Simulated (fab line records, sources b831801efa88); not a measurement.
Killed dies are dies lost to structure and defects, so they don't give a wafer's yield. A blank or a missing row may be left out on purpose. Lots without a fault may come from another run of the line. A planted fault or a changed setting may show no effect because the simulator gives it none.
Which tool did it? | flow gf180mcu | 14 lots, 42 wafers sampled, at 3 steps of a route of 602

WHAT THE GAUGES READ, wafer by wafer
GF_V2_CD_MEAS_14: target cd 260 nm.
lot  | measured     | on        | cd_nm (nm)
L575 | day 21 07:35 | cd_sem-01 | 259.2 259.2 259.2
L577 | day 21 18:08 | cd_sem-01 | 260.2 260.2 259.1
L578 | day 22 11:05 | cd_sem-01 | 259.3 260.4 259.8
L579 | day 22 11:28 | cd_sem-01 | 261.7 260.8 260.3
L580 | day 22 23:40 | cd_sem-01 | 258.1 256.8 258.8
L582 | day 23 12:35 | cd_sem-02 | 260.1 259.5 259.6
L589 | day 25 21:24 | cd_sem-01 | 261.0 260.4 261.7
L590 | day 26 04:47 | cd_sem-01 | 258.6 259.6 259.3
L591 | day 26 12:58 | cd_sem-02 | 258.2 259.5 259.6
L592 | day 26 21:14 | cd_sem-01 | 258.8 260.5 258.1
L593 | day 27 05:09 | cd_sem-02 | 258.9 258.2 259.5
L594 | day 27 10:08 | cd_sem-02 | 259.5 259.4 259.8
L595 | day 27 18:27 | cd_sem-02 | 260.7 260.4 260.6
L596 | day 27 20:45 | cd_sem-01 | 260.3 260.0 261.1

GF_V2_OVL_MEAS_15.
lot  | measured     | on         | V2_OVL (nm)
L575 | day 21 07:41 | overlay-01 | 3 6 6
L577 | day 21 18:15 | overlay-01 | 1 8 8
L578 | day 22 11:13 | overlay-01 | 5 5 -5
L579 | day 22 11:33 | overlay-01 | 5 2 -1
L580 | day 22 23:47 | overlay-01 | 5 -3 -3
L582 | day 23 12:41 | overlay-01 | -10 -4 -9
L589 | day 25 21:31 | overlay-01 | -5 1 -2
L590 | day 26 04:55 | overlay-02 | -1 -4 1
L591 | day 26 13:03 | overlay-01 | 0 -9 1
L592 | day 26 21:20 | overlay-02 | -1 -3 -5
L593 | day 27 05:16 | overlay-02 | 7 -2 -1
L594 | day 27 10:17 | overlay-02 | -1 0 1
L595 | day 27 18:34 | overlay-01 | -8 -4 -7
L596 | day 27 20:52 | overlay-02 | -2 -6 -3

WHICH TOOL RAN EACH LOT (tool, then ch and the chambers of the sampled wafers, then the start)
lot  | GF_CONTACT_PEB_12
L575 | litho_track-02 ch 0, day 17 01:30
L577 | litho_track-03 ch 0, day 17 11:35
L578 | litho_track-02 ch 0, day 18 03:47
L579 | litho_track-02 ch 0, day 18 06:18
L580 | litho_track-02 ch 0, day 18 17:59
L582 | litho_track-02 ch 0, day 19 07:15
L589 | litho_track-04 ch 0, day 21 20:40
L590 | litho_track-02 ch 0, day 22 06:11
L591 | litho_track-04 ch 0, day 22 14:35
L592 | litho_track-04 ch 0, day 23 00:05
L593 | litho_track-04 ch 0, day 23 08:30
L594 | litho_track-04 ch 0, day 23 14:13
L595 | litho_track-04 ch 0, day 24 00:21
L596 | litho_track-04 ch 0, day 24 01:54
- GF_CONTACT_PEB_12: peb time 90 s.

WHAT THE TOOLS THEMSELVES READ (means of the sampled wafers that have a number; where no wafer has one, the mark that the record gives instead)
GF_CONTACT_PEB_12.
lot  | tool           | heater_power_total_W (W) | plate_temp_C (C)
L575 | litho_track-02 | 85.65                    | 134.88
L577 | litho_track-03 | 85.72                    | 134.89
L578 | litho_track-02 | 85.71                    | 134.90
L579 | litho_track-02 | 85.75                    | 134.82
L580 | litho_track-02 | 84.83                    | 134.02
L582 | litho_track-02 | 84.71                    | 133.96
L589 | litho_track-04 | 85.63                    | 134.96
L590 | litho_track-02 | 85.70                    | 135.19
L591 | litho_track-04 | 85.71                    | 135.19
L592 | litho_track-04 | 85.65                    | 135.02
L593 | litho_track-04 | 85.67                    | 134.93
L594 | litho_track-04 | 85.81                    | 134.96
L595 | litho_track-04 | 85.62                    | 134.86
L596 | litho_track-04 | 85.57                    | 135.17

THE ANSWER, worked out from the rows above alone
Rule: what is usual is taken from the lots themselves. Put in order of their means at a reading, lots are off if they are a third of the lots or fewer, leave a main group of 4 or more, and stand apart from it by a gap of 3 or more times the standard deviation of the main group's means; of several such gaps the widest counts. A main group whose means are all the same, to the digits that the tables above print for the reading, isn't used. A lot without any number at a reading at which 4 lots or more have one is off too. The other lots that the step has rows for count as sound. The gauges are gone through in route order, then the tools' own readings, and for those a lot's mean is taken as printed above. The first step at which some lot is off is used, and at that step the reading that is off furthest; a lot without a number counts as furthest.
Off: L580, L582, at GF_CONTACT_PEB_12 (heater_power_total_W). The main group: mean 85.68 W, standard deviation 0.062.
A tool fits if, at that step or a process step before it, it ran every lot that is off, and no sound lot after the first of them. None of those tried fits.

WHAT THE SIMULATOR HAD PUT IN
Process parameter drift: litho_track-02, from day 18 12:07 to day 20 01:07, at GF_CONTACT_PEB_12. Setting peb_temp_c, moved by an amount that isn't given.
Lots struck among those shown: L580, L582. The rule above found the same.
